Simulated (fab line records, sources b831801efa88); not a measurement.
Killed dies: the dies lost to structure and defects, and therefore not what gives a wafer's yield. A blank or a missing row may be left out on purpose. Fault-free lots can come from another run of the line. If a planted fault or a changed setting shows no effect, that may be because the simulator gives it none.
Chamber matching / flow gf180mcu / hdpcvd-01 running GF_CONTACT_CVD_00: 3 sister chambers
The step deposits SiO2, target thk 300 nm, time 50 s. 6 wafers are shown with their chamber, then 7 later ones without.

## WAFERS WITH THEIR CHAMBER
wafer=L450.4; chamber=0; sih4FlowSccm (sccm)=60.03
wafer=L454.1; chamber=2; sih4FlowSccm (sccm)=60.13
wafer=L454.4; chamber=0; sih4FlowSccm (sccm)=60.01
wafer=L454.5; chamber=1; sih4FlowSccm (sccm)=60.11
wafer=L455.1; chamber=2; sih4FlowSccm (sccm)=59.66
wafer=L455.3; chamber=1; sih4FlowSccm (sccm)=60.08

## WAFERS WITH NO CHAMBER GIVEN
wafer=L455.4; sih4FlowSccm (sccm)=59.84
wafer=L456.2; sih4FlowSccm (sccm)=59.96
wafer=L456.5; sih4FlowSccm (sccm)=60.09
wafer=L456.6; sih4FlowSccm (sccm)=59.95
wafer=L457.1; sih4FlowSccm (sccm)=60.06
wafer=L457.3; sih4FlowSccm (sccm)=60.01
wafer=L457.5; sih4FlowSccm (sccm)=60.23

## WHICH CHAMBER EACH WENT THROUGH
wafer=L455.4; from the rows above=can't be placed: 2 or 0 or 1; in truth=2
wafer=L456.2; from the rows above=can't be placed: 0 or 2 or 1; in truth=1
wafer=L456.5; from the rows above=can't be placed: 1 or 0 or 2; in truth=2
wafer=L456.6; from the rows above=can't be placed: 2 or 0 or 1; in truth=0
wafer=L457.1; from the rows above=can't be placed: 1 or 0 or 2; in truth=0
wafer=L457.3; from the rows above=can't be placed: 0 or 1 or 2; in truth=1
wafer=L457.5; from the rows above=can't be placed: 1 or 0 or 2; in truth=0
Placed correctly: 0 of 7. These rows do not allow placing 7 (true chamber among the candidates in 7). 0 placed wrongly.
How it was worked out, from the rows above alone: a wafer's distance from a chamber is the root of the sum, over the readings, of the square of ((its reading less the chamber's mean) divided by the reading's scatter). The wafer belongs to the nearest chamber; if the next one is less than 2 further off, it can't be placed. For every chamber, the mean is computed from those of its wafers that are shown. How the scatter is found: for the shown wafers, subtract from each reading the mean of its chamber, square and add these, divide the total by (wafers less chambers), then take the root.
